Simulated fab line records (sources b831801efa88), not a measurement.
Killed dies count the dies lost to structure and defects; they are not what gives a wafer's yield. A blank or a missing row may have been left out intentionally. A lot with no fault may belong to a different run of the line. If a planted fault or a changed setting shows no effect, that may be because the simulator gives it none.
Split-lot trial    flow sfq-line    route with 325 steps; 4 lots, 12 wafers read

## THE SPLIT ITSELF
At SFQ_TRILAYER_R5_LITHO_COAT_141 (resist thk 62 nm), the setting resist-thk-nm was moved away from the recipe's 62 nm on 6 of the 12 wafers read, by -1.9% to +3.0%. The other wafers ran this setting at the recipe's value.

## FROM THE SPLIT TO THE READING: what the file shows between them, 2 steps
- SFQ_TRILAYER_R5_LITHO_PEB_139: peb time 60 s (also split here: peb-time-s)
- SFQ_TRILAYER_R5_LITHO_DEVELOP_138: time 60 s

## THE READING
etch.depth-nm (the simulator's own value, which no gauge read), in nm, at SFQ_TRILAYER_R5_BARC_OPEN_METAL_ETCH_177 (etches BARC in O2, target depth 125 nm, time 41.7 s). No usual value for it is given in the file. Average 62.00 nm, standard deviation 0.067 nm, over the 6 wafers here run with the recipe.

wafer   tool, chamber at the split  resist-thk-nm as run, nm  against the recipe  etch.depth-nm, nm  against lot-mates on the recipe
L074.1  litho-track-02, 0           60.82                     -1.9%               60.86              -1.15
L074.2  litho-track-02, 0           62                        recipe              62.02              -
L074.3  litho-track-02, 0           60.82                     -1.9%               60.8               -1.21
L074.5  litho-track-02, 0           62                        recipe              62                 -
L074.6  litho-track-02, 0           60.82                     -1.9%               60.73              -1.28
L077.4  litho-track-01, 0           63.85                     +3.0%               64.24              no lot-mate on the recipe
L081.1  litho-track-04, 0           62                        recipe              61.89              -
L081.2  litho-track-04, 0           63.87                     +3.0%               63.67              +1.78
L081.4  litho-track-04, 0           63.87                     +3.0%               63.75              +1.86
L082.2  litho-track-02, 0           62                        recipe              62.06              -
L082.3  litho-track-02, 0           62                        recipe              62.08              -
L082.4  litho-track-02, 0           62                        recipe              61.93              -

FIT RESULTS
A straight line over all 12 wafers: etch.depth-nm changes by +0.629 nm for each +1% of resist-thk-nm; r = +0.99; the points scatter about the line by 0.16 nm.
The same after taking each lot's own level away (the mean of its wafers on the recipe; 11 wafers): +0.616 nm for each +1%; r = +1.00; scatter 0.057 nm.
The reading moves by 1.9 nm for the largest change in resist-thk-nm, on that fit.
The lots' own levels span 61.890 to 62.023 nm, that is 2.0 times the standard deviation above.
So the lot-to-lot level changes the slope little: the two slopes agree.
Check: +1.88 nm against its lot-mates is what the line predicts for one of the wafers moved furthest among these (+3.0%) when that wafer is left out of the fit. It came out at +1.78 nm against them.

## OTHER SPLITS ON THESE WAFERS
Other splits were also applied to these wafers ahead of the reading. Each is held against what the fit with the lots' levels taken away leaves over:
other split on the same wafers                       wafers away from the commonest value  r with etch.depth-nm (lot level and that fit taken away)
SFQ_TRILAYER_M4_ETCH_METAL_ETCH_096 time-s           7                                     +0.15
SFQ_TRILAYER_I4_VIA_LITHO_COAT_103 spin-rpm          2                                     -0.22
SFQ_TRILAYER_I4_VIA_BARC_OPEN_VIA_ETCH_146 bias-w    6                                     -0.32
SFQ_TRILAYER_JJ_TRILAYER_DEP_SPUTTER_109 power-w     5                                     +0.38
SFQ_TRILAYER_JJ_CE_LITHO_COAT_114 resist-thk-nm      5                                     -0.14
SFQ_TRILAYER_JJ_CE_BARC_OPEN_RIE_150 pressure-mtorr  3                                     +0.09
SFQ_TRILAYER_M5_ETCH_METAL_ETCH_126 icp-w            2                                     -0.19
SFQ_TRILAYER_R5_LITHO_PEB_139 peb-time-s             3                                     -0.09

## THE WHOLE CHAIN: every reading that the file lists as answering this split, in the file's order
step                                      what it does                                         reading                                                                                     change (the file's fit)                r (the file's)
SFQ_TRILAYER_R5_LITHO_COAT_141            resist thk 62 nm                                     BARC_of_TRILAYER_R5_LITHO_COAT_141.thk-nm (the simulator's own value, which no gauge read)  +0.614 nm for each +1% of the setting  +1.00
SFQ_TRILAYER_R5_BARC_OPEN_METAL_ETCH_177  etches BARC in O2, target depth 125 nm, time 41.7 s  etch.depth-nm (the simulator's own value, which no gauge read)                              +0.617 nm for each +1% of the setting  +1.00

## THE FILE'S OWN FIT
etch.depth-nm changes by +0.617 nm for each +1% of resist-thk-nm, r = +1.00.
